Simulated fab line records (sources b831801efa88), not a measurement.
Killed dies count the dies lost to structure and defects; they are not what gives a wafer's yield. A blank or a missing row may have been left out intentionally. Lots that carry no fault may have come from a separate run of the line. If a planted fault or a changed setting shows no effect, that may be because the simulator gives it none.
Problem report in the 8D (eight disciplines) form, filled by code ; flow sky130 ; the parts of the form that need people (team, actions taken, sign-off) are left out

== 1. THE PROBLEM ==
Wafers without a fault read 15 with a standard deviation of 4.5, while killedAtFrontEnd at SKY_PAD_OPEN_PROBE_99 averages 69 across 2 wafers of 1 lot. Relative to the usual mean, that is a shift of +12 standard deviations.
First observed at day 49 01:32: wafer L714.2, on prober-02. Wafers with a number at this step in the record: 29, from 10 lots. Rule for "out" (also "out of limits"): further than 4 standard deviations from the usual mean. The other wafers with a number count as sound.

== 2. WHAT THIS IS AND IS NOT ==
question;is;is not
which readings at this step;killedAtFrontEnd, killedDies;killed_at_M0_to_M3, killed_at_M4_up, killedAtContacts, killedAtOther, killedOnRim, killedOpen, killedShort
which lots;L714;L706, L708, L710, L712, L713, L722, L724, L726, L727
which wafers of those lots;all that have a number;-
read on which tools;prober-02;prober-01
when;from day 49 01:32;"up to then (15 sound wafers); but 12 sound wafers of L722, L724, L726, L727 came after"

== 3. WHAT RULES OUT EACH SUSPECT ==
Counting: a tool at a process step up to the reading stays a suspect if it ran every lot that is out and no sound lot after the first of them.
- rieDiel-03 at SKY_SPACER_ETCHBACK_02 (etches Si3N4 in CH3F/O2, stops on SiO2, time 46.7 s, target depth 45 nm): ruled out as a lasting fault. Following L714 (day 27 09:38), the first lot on it that is out, the sound lots L726 were run on it.
- pvdSputter-04 at SKY_VIA4_SPUTTER_17 (material TiN, target thk 20 nm, time 80 s): kept. It ran the lot that is out, L714 (day 46 09:55), and no sound lot after that; its last sound lot up to then is L713 (day 46 06:02).
- lithoTrack-03 at SKY_PASSIVATION_DEHYDRATE_04 (time 60 s): ruled out as a lasting fault. Following L714 (day 47 16:37), the first lot on it that is out, the sound lots L727 were run on it.
- plasmaAsher-01 at SKY_PASSIVATION_STRIP_12 (strips in O2/N2): ruled out as a lasting fault. Following L714 (day 48 03:26), the first lot on it that is out, the sound lots L722, L724 were run on it.
- prober-02 at SKY_PAD_OPEN_PROBE_99: ruled out as a lasting fault. Following L714 (day 49 01:32), the first lot on it that is out, the sound lots L726, L727 were run on it.
Remaining after the count: pvdSputter-04 at SKY_VIA4_SPUTTER_17.

== 4. THE CAUSE (what the simulator had put in) ==
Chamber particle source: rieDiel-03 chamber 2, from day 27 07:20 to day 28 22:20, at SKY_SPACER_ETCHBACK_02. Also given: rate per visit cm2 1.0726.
It was ruled out by counting, in error; the rule expects a fault to strike all lots run on its tool from its start on, and this fault did not.

== 5. SEQUENCE OF EFFECTS, ordered by route ==
Rows list readings where the struck wafers' mean (over those with a number) sits beyond 3 standard deviations from the usual. Readings are gone through only where the record gives a usual standard deviation; hours: the median, over the lots, of the time from a lot's start at the first step in this table giving one to that lot's start at this step; sigmas: the change measured in usual standard deviations.
hours;step;reading;usual;on struck wafers;change;sigmas
0;SKY_PAD_OPEN_PROBE_99;killedAtFrontEnd;15;69;+54;+12
0;SKY_PAD_OPEN_PROBE_99;killedDies;85;134;+49;+4.9
Process steps it contains:
- SKY_PAD_OPEN_PROBE_99

== 6. WHAT WOULD HAVE CAUGHT IT SOONER ==
In this record the first reading out of limits was taken at day 49 01:32, 522 hours after the fault began at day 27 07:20.
Of the tool readings at SKY_SPACER_ETCHBACK_02 for which the record gives a usual standard deviation, none was out on any struck wafer, so an alarm limit of 4 standard deviations on them would not have fired.
